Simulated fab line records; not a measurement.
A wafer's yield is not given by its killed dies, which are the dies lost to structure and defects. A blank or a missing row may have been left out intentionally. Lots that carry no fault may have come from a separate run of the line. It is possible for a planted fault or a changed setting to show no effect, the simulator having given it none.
Which tool is to blame? / flow sky130 / 14 lots, 42 wafers sampled, at 1 step of a route of 708

WHAT THE GAUGES SHOWED, per wafer
No reading from a measuring or inspecting step in the record can be judged against a usual standard deviation.

EACH LOT AND THE TOOL THAT RAN IT (in order: tool; ch and the chambers of the sampled wafers; start)
lot=L566; SKY_LDD_LDN_PEB_05=lithoTrack-02 ch 0, day 23 08:31
lot=L567; SKY_LDD_LDN_PEB_05=lithoTrack-01 ch 0, day 23 18:13
lot=L569; SKY_LDD_LDN_PEB_05=lithoTrack-02 ch 0, day 24 18:20
lot=L571; SKY_LDD_LDN_PEB_05=lithoTrack-01 ch 0, day 25 03:49
lot=L572; SKY_LDD_LDN_PEB_05=lithoTrack-01 ch 0, day 25 15:38
lot=L577; SKY_LDD_LDN_PEB_05=lithoTrack-02, day 27 03:40
lot=L578; SKY_LDD_LDN_PEB_05=lithoTrack-01, day 27 12:50
lot=L581; SKY_LDD_LDN_PEB_05=lithoTrack-03 ch 0, day 28 23:05
lot=L582; SKY_LDD_LDN_PEB_05=lithoTrack-02 ch 0, day 29 05:29
lot=L583; SKY_LDD_LDN_PEB_05=lithoTrack-02 ch 0, day 29 10:32
lot=L584; SKY_LDD_LDN_PEB_05=lithoTrack-01 ch 0, day 30 00:59
lot=L586; SKY_LDD_LDN_PEB_05=lithoTrack-01 ch 0, day 30 09:53
lot=L587; SKY_LDD_LDN_PEB_05=lithoTrack-02 ch 0, day 30 13:19
lot=L588; SKY_LDD_LDN_PEB_05=lithoTrack-02 ch 0, day 30 21:07
- SKY_LDD_LDN_PEB_05

WHAT THE TOOLS THEMSELVES READ (means of the sampled wafers that have a number; where no wafer has one, the mark that the record gives instead)
SKY_LDD_LDN_PEB_05.
lot=L566; tool=lithoTrack-02; exhaustPa (Pa)=44.1
lot=L567; tool=lithoTrack-01; exhaustPa (Pa)=45.9
lot=L569; tool=lithoTrack-02; exhaustPa (Pa)=44.4
lot=L571; tool=lithoTrack-01; exhaustPa (Pa)=45.3
lot=L572; tool=lithoTrack-01; exhaustPa (Pa)=45.0
lot=L577; tool=lithoTrack-02; exhaustPa (Pa)=-
lot=L578; tool=lithoTrack-01; exhaustPa (Pa)=-
lot=L581; tool=lithoTrack-03; exhaustPa (Pa)=44.7
lot=L582; tool=lithoTrack-02; exhaustPa (Pa)=44.9
lot=L583; tool=lithoTrack-02; exhaustPa (Pa)=46.3
lot=L584; tool=lithoTrack-01; exhaustPa (Pa)=45.1
lot=L586; tool=lithoTrack-01; exhaustPa (Pa)=46.0
lot=L587; tool=lithoTrack-02; exhaustPa (Pa)=45.4
lot=L588; tool=lithoTrack-02; exhaustPa (Pa)=44.7

THE ANSWER, worked out from the rows above alone
Rule: usual is defined by the lots themselves. Put in order of their means at a reading, lots are off if they are a third of the lots or fewer, leave a main group of 4 or more, and stand apart from it by a gap of 3 or more times the standard deviation of the main group's means; of several such gaps the widest counts. A main group is skipped when, at the precision printed for the reading in the tables above, its means are all equal. Also off: a lot with no number at a reading for which 4 or more lots have one. The other lots that the step has rows for count as sound. After the gauges, taken in route order, come the tools' own readings; for these a lot's mean is taken, as printed above. At the first step where some lot is off, the reading lying furthest off is the one used; lots without a number count as furthest.
Off, at SKY_LDD_LDN_PEB_05 on exhaustPa: L577, L578. Without a number there: L577, L578. The main group has a mean of 45.1 Pa with a standard deviation of 0.64.
A tool fits if, at that step or a process step before it, it ran every lot that is off, and no sound lot after the first of them. Of those tried, none fits.

WHAT THE SIMULATOR HAD PUT IN
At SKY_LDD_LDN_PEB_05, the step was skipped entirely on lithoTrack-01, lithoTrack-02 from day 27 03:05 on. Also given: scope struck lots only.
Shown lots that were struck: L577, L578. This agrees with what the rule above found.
